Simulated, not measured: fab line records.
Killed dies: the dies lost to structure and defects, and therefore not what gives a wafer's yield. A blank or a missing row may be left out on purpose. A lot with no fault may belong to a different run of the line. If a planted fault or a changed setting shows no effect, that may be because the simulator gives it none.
fab line records    flow sky130
[record] lots = 11  wafers = 33  lastDay = 50
route steps=708 shown FIELD_ISO@25 VIA2@523 METAL3@534 PAD_OPEN@708
lots that met no fault: taken from a fault-free run of the same line
startH: hours from the record's opening day to when the first of the lot's shown wafers began    waitH: hours from the lot's prior step to this one    " unchanged from the row above    L1.1+2: a single row standing in for several wafers    - no value present, or no start provided    * or withheld: withheld    < > ~ a bound
route shown NAME@n: names a module that has steps shown in the file, with the first one's number in the route    usual: the fault-free wafers' mean and standard deviation    same: alike in all rows    chamber/n: place in a boat    sites: each site's reading    _std_site: their standard deviation    _edge_site: the outer-site mean with the inner-site mean subtracted    radiusMm: how far each site lies from the wafer's centre    mask NAME#n: copy n    behind: the last tool/chamber to shape the wafer    hold: reason for holding the lot/hours on hold/outcome of the hold    device: the transistor (n, p or np) that didn't switch    end of line: the route-end tests of the same wafers    where a step has no rows: the recipe by itself    killed: dies that structure and defects cost at the first sort, which is not the same as the wafer's yield    map: dies across one wafer; x = killed, . = not, _ = none there
set.NAME: setting as actually run; set.NAME@STEP: the setting as run at that earlier step    model.NAME: the simulator's own value behind a step, which no gauge read
steps of the route over a sample of lots; a table a step, a row a wafer
services: a tool's chamber out of use, with start hour (startH, from the record's first day; less than 0 if before it), hours out, and reason
[[steps]]
[step SKY_FIELD_ISO_CVD_24]
[recipe] material = SiO2  targetThkNm = 595  tempC = 650  sigmaOpenFrac = 0.3  timeS = 99.2  sih4FlowSccm = 60  pressureMtorr = 6
[usual] pressureMtorr = 6.000/0.012  sih4FlowSccm = 60.00/0.17
[same] timeS = 99.2
lot.wafer  tool       chamber  startH  waitH  pressureMtorr  sih4FlowSccm
L823.1     hdpcvd-02  1        33.36   0.1    6.001          60.16
L823.3     "          0        "       "      6.009          60.05
L823.5     "          1        "       "      6.000          60.11
L824.1     hdpcvd-02  1        38.25   0.1    5.979          59.86
L824.3     "          2        "       "      6.012          60.12
L824.4     "          2        "       "      6.003          60.06
L825.2     hdpcvd-02  2        43.42   0.0    6.003          60.06
L825.3     "          1        "       "      5.995          60.21
L825.4     "          0        "       "      5.995          60.15
L826.2     hdpcvd-02  1        46.31   0.0    6.001          60.05
L826.3     "          0        "       "      5.990          59.97
L826.5     "          2        "       "      5.969          59.77
L827.1     hdpcvd-02  1        54.11   0.1    6.019          60.10
L827.5     "          1        "       "      6.009          60.00
L827.6     "          2        "       "      6.003          59.94
L828.3     hdpcvd-02  1        59.53   0.0    6.010          59.76
L828.4     "          2        "       "      6.001          60.18
L828.5     "          0        "       "      6.011          60.14
L829.3     hdpcvd-02  1        65.30   0.0    6.020          59.95
L829.4     "          2        "       "      5.994          59.61
L829.5     "          1        "       "      6.008          60.13
L830.1     hdpcvd-01  0        69.27   0.1    6.007          60.11
L830.3     "          2        "       "      5.990          60.13
L830.5     "          2        "       "      5.979          59.79
L834.2     hdpcvd-01  0        87.86   0.0    5.991          60.19
L834.3     "          2        "       "      6.001          59.67
L834.5     "          2        "       "      5.986          60.05
L842.1     hdpcvd-02  0        135.24  0.1    6.007          60.04
L842.2     "          1        "       "      6.022          60.00
L842.6     "          1        "       "      6.026          59.88
L844.3     hdpcvd-02  0        142.03  0.1    5.986          60.08
L844.4     "          1        "       "      6.002          59.61
L844.5     "          0        "       "      6.007          60.09
[step SKY_VIA2_STRIP_16]
[recipe] chemistry = O2/N2  powerW = 1400  pressureMtorr = 1500  platenTempC = withheld  o2FlowSccm = 3000  n2FlowSccm = 300  overashFraction = 0.5
[usual] drypumpMotorCurrentA = 5.9/0.42  oesProductAu = 0.399/0.0051  stripTimeToEndpointS = 4.059/0.023
lot.wafer  tool            chamber  startH   waitH  drypumpMotorCurrentA  oesProductAu  rfHoursCounterH  stripTimeToEndpointS
L823.1     plasmaAsher-04  1        847.10   0.0    6.1                   0.397         104              4.049
L823.3     "               0        "        "      5.7                   0.392         -                4.074
L823.5     "               1        "        "      6.1                   0.409         -                4.038
L824.1     plasmaAsher-01  0        861.35   0.0    5.8                   0.399         11               4.067
L824.3     "               0        "        "      5.8                   0.402         -                4.044
L824.4     "               1        "        "      6.6                   0.405         -                4.058
L825.2     plasmaAsher-04  0        863.75   0.0    5.8                   0.410         106              4.017
L825.3     "               1        "        "      6.1                   0.390         -                4.020
L825.4     "               0        "        "      5.7                   0.401         -                4.046
L826.2     plasmaAsher-01  1        871.97   0.0    6.6                   0.402         13               4.069
L826.3     "               0        "        "      5.7                   0.395         -                4.080
L826.5     "               1        "        "      6.6                   0.400         -                4.052
L827.1     plasmaAsher-04  1        874.95   0.0    6.1                   0.403         107              4.044
L827.5     "               1        "        "      6.1                   0.399         -                4.063
L827.6     "               0        "        "      5.8                   0.402         -                4.016
L828.3     plasmaAsher-04  1        894.38   0.1    6.1                   0.394         -                4.046
L828.4     "               0        "        "      5.7                   0.397         -                4.072
L828.5     "               1        "        "      6.1                   0.406         -                4.061
L829.3     plasmaAsher-02  1        898.54   0.1    5.6                   0.402         -                4.060
L829.4     "               0        "        "      5.3                   0.393         -                4.040
L829.5     "               1        "        "      5.6                   0.398         -                4.044
L830.1     plasmaAsher-01  0        900.52   0.0    5.7                   0.400         16               4.039
L830.3     "               0        "        "      5.7                   0.399         -                4.071
L830.5     "               0        "        "      5.7                   0.399         -                4.039
L834.2     plasmaAsher-01  1        929.68   0.0    6.5                   0.395         19               4.119
L834.3     "               0        "        "      5.7                   0.403         -                4.087
L834.5     "               0        "        "      5.7                   0.400         -                4.064
L842.1     plasmaAsher-02  0        1002.30  0.0    5.3                   0.407         84               4.051
L842.2     "               1        "        "      5.6                   0.406         84               4.066
L842.6     "               1        "        "      5.6                   0.398         -                4.062
L844.3     plasmaAsher-04  1        1003.28  0.1    6.1                   0.396         -                4.089
L844.4     "               0        "        "      5.7                   0.402         -                4.076
L844.5     "               1        "        "      6.1                   0.398         -                4.064
[step SKY_METAL3_SPUTTER_02]
[recipe] material = AlCu  targetThkNm = 735  powerW = 10600  timeS = 39.1  chamberPressurePa = 0.4
[usual] throttleValvePct = 29.8/1
[same] timeS = 39.1
lot.wafer  tool           chamber  startH   waitH  throttleValvePct
L823.1     pvdSputter-02  -        848.49   0.0    30.4
L823.3     "              -        "        "      28.3
L823.5     "              -        "        "      28.1
L824.1     pvdSputter-02  -        862.69   0.0    28.0
L824.3     "              -        "        "      30.0
L824.4     "              -        "        "      28.6
L825.2     pvdSputter-04  -        865.10   0.0    29.9
L825.3     "              -        "        "      29.1
L825.4     "              -        "        "      30.7
L826.2     pvdSputter-03  -        873.65   0.0    30.0
L826.3     "              -        "        "      29.5
L826.5     "              -        "        "      30.0
L827.1     pvdSputter-02  -        876.27   0.0    28.5
L827.5     "              -        "        "      28.1
L827.6     "              -        "        "      30.8
L828.3     pvdSputter-02  -        895.73   0.0    31.0
L828.4     "              -        "        "      30.1
L828.5     "              -        "        "      28.4
L829.3     pvdSputter-03  -        900.08   0.0    30.7
L829.4     "              -        "        "      30.9
L829.5     "              -        "        "      30.1
L830.1     pvdSputter-02  -        901.88   0.0    28.5
L830.3     "              -        "        "      28.3
L830.5     "              -        "        "      28.3
L834.2     pvdSputter-03  -        931.12   0.0    30.1
L834.3     "              -        "        "      30.1
L834.5     "              -        "        "      31.1
L842.1     pvdSputter-02  -        1004.03  0.0    30.8
L842.2     "              -        "        "      28.3
L842.6     "              -        "        "      28.0
L844.3     pvdSputter-03  -        1004.93  0.0    30.6
L844.4     "              -        "        "      30.3
L844.5     "              -        "        "      30.9
[step SKY_METAL3_SPUTTER_03]
[recipe] material = Ti  targetThkNm = 5  powerW = 2885  timeS = 3.3  chamberPressurePa = 0.4
[usual] throttleValvePct = 29.8/0.98
[same] timeS = 3.3
lot.wafer  tool           chamber  startH   waitH  throttleValvePct
L823.1     pvdSputter-02  -        848.52   0.0    30.4
L823.3     "              -        "        "      28.3
L823.5     "              -        "        "      28.3
L824.1     pvdSputter-02  -        862.73   0.0    28.3
L824.3     "              -        "        "      30.0
L824.4     "              -        "        "      28.4
L825.2     pvdSputter-04  -        865.13   0.0    30.2
L825.3     "              -        "        "      28.8
L825.4     "              -        "        "      31.1
L826.2     pvdSputter-03  -        873.69   0.0    30.1
L826.3     "              -        "        "      29.7
L826.5     "              -        "        "      30.3
L827.1     pvdSputter-02  -        876.31   0.0    28.7
L827.5     "              -        "        "      28.5
L827.6     "              -        "        "      30.8
L828.3     pvdSputter-02  -        895.77   0.0    30.8
L828.4     "              -        "        "      29.9
L828.5     "              -        "        "      28.8
L829.3     pvdSputter-03  -        900.12   0.0    30.1
L829.4     "              -        "        "      31.1
L829.5     "              -        "        "      30.0
L830.1     pvdSputter-02  -        901.92   0.0    28.5
L830.3     "              -        "        "      28.3
L830.5     "              -        "        "      28.1
L834.2     pvdSputter-03  -        931.16   0.0    30.3
L834.3     "              -        "        "      30.7
L834.5     "              -        "        "      31.1
L842.1     pvdSputter-02  -        1004.07  0.0    30.9
L842.2     "              -        "        "      28.5
L842.6     "              -        "        "      28.1
L844.3     pvdSputter-03  -        1004.97  0.0    30.7
L844.4     "              -        "        "      30.3
L844.5     "              -        "        "      30.8
[step SKY_PAD_OPEN_PROBE_99]
[usual] killed_at_M0_to_M3 = 43/6.9  killed_at_M4_up = 3.1/1.9  killedAtContacts = 24/5.4  killedAtFrontEnd = 14/4.3  killedAtOther = 0.3/0.53  killedDies = 84/9.5  killedOpen = 46/6.8  killedShort = 38/6
[same] grossDies = 492  killedAtBackSide = 0
lot.wafer  tool       chamber  startH   waitH  killed_at_M0_to_M3  killed_at_M4_up  killedAtContacts  killedAtFrontEnd  killedAtOther  killedDies  killedOpen  killedShort
L834.2     prober-01  -        1140.86  0.1    51                  2                24                7                 0              84          47          37
L834.3     prober-01  -        1140.91  0.2    34                  2                25                65                1              127         43          34
L834.5     prober-01  -        1141.01  0.2    50                  2                25                53                0              130         51          35
// killed by level:class
L834.2 VIA1:geometricParticle:open=15 CONTACT:geometricParticle:open=9 VIA2:geometricParticle:open=9 CONTACT:geometricParticle:short=9 LI_CONTACT:geometricParticle:open=5 METAL1:geometricParticle:short=5 METAL2:geometricParticle:short=5 VIA1:geometricParticle:short=4
L834.3 FIELD_ISO:unspecified=49 LI_CONTACT:geometricParticle:open=9 VIA2:geometricParticle:open=9 VIA1:geometricParticle:open=8 CONTACT:geometricParticle:short=6 CONTACT:geometricParticle:open=6 VIA1:geometricParticle:short=6 FIELD_ISO:geometricParticle:short=5
L834.5 FIELD_ISO:unspecified=44 VIA1:geometricParticle:open=17 CONTACT:geometricParticle:open=9 VIA3:geometricParticle:open=8 LI_CONTACT:geometricParticle:short=6 METAL2:geometricParticle:short=6 METAL1:geometricParticle:short=5 VIA2:geometricParticle:open=5
[[services]]
tool           chamber  startH  hours  kind
hdpcvd-02      -        14.83   0.8    repair
hdpcvd-02      -        66.75   15.0   pm
hdpcvd-02      -        95.85   1.5    repair
hdpcvd-02      2        129.25  23.4   repair
pvdSputter-03  -        181.32  6.8    repair
hdpcvd-02      -        205.56  5.5    pm
pvdSputter-02  -        213.61  2.2    repair
hdpcvd-02      -        251.79  0.8    pm
pvdSputter-03  -        284.85  14.1   repair
hdpcvd-02      -        332.61  1.3    repair
pvdSputter-02  -        344.09  4.9    repair
hdpcvd-02      -        357.16  28.1   pm
pvdSputter-02  -        408.09  1.1    repair
hdpcvd-02      1        464.10  7.7    repair
pvdSputter-02  -        639.55  2.6    repair
hdpcvd-02      -        650.75  15.0   pm
hdpcvd-02      -        727.95  2.8    pm
hdpcvd-02      2        849.42  14.9   repair
pvdSputter-02  -        850.71  7.7    repair
hdpcvd-02      1        851.82  8.4    repair
hdpcvd-02      0        926.66  16.6   repair
hdpcvd-02      0        969.58  19.7   repair
pvdSputter-02  -        986.64  3.1    repair
hdpcvd-02      0        997.33  10.8   repair
[[key]]
[firstSign] step = SKY_PAD_OPEN_PROBE_99  reading = killedAtFrontEnd  direction = up  sigmas = 10  usual = 14  struck = 59
[effect] step = SKY_PAD_OPEN_PROBE_99  reading = killedDies  direction = up  sigmas = 4.7  usual = 84  struck = 128
metAt SKY_FIELD_ISO_CVD_24
struckLots L834
struckWafers L834.3,L834.5
testerLeftOut L834
notActingAt SKY_VIA2_STRIP_16,SKY_METAL3_SPUTTER_02,SKY_METAL3_SPUTTER_03
onsetBetween 69.27 87.86
[fault] kind = chamberParticleSource  tool = hdpcvd-01  chamber = 2  onsetH = 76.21  steps = SKY_FIELD_ISO_CVD_24  ratePerVisitCm2 = 0.61316  endH = 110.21
// testerLeftOut: of these lots the tester's yield and bins aren't shown, on N5 and GAA mostly nor the transistor test; their killed dies are dies lost to structure and defects alone, not to doping, threshold or leakage, so they don't give the yield
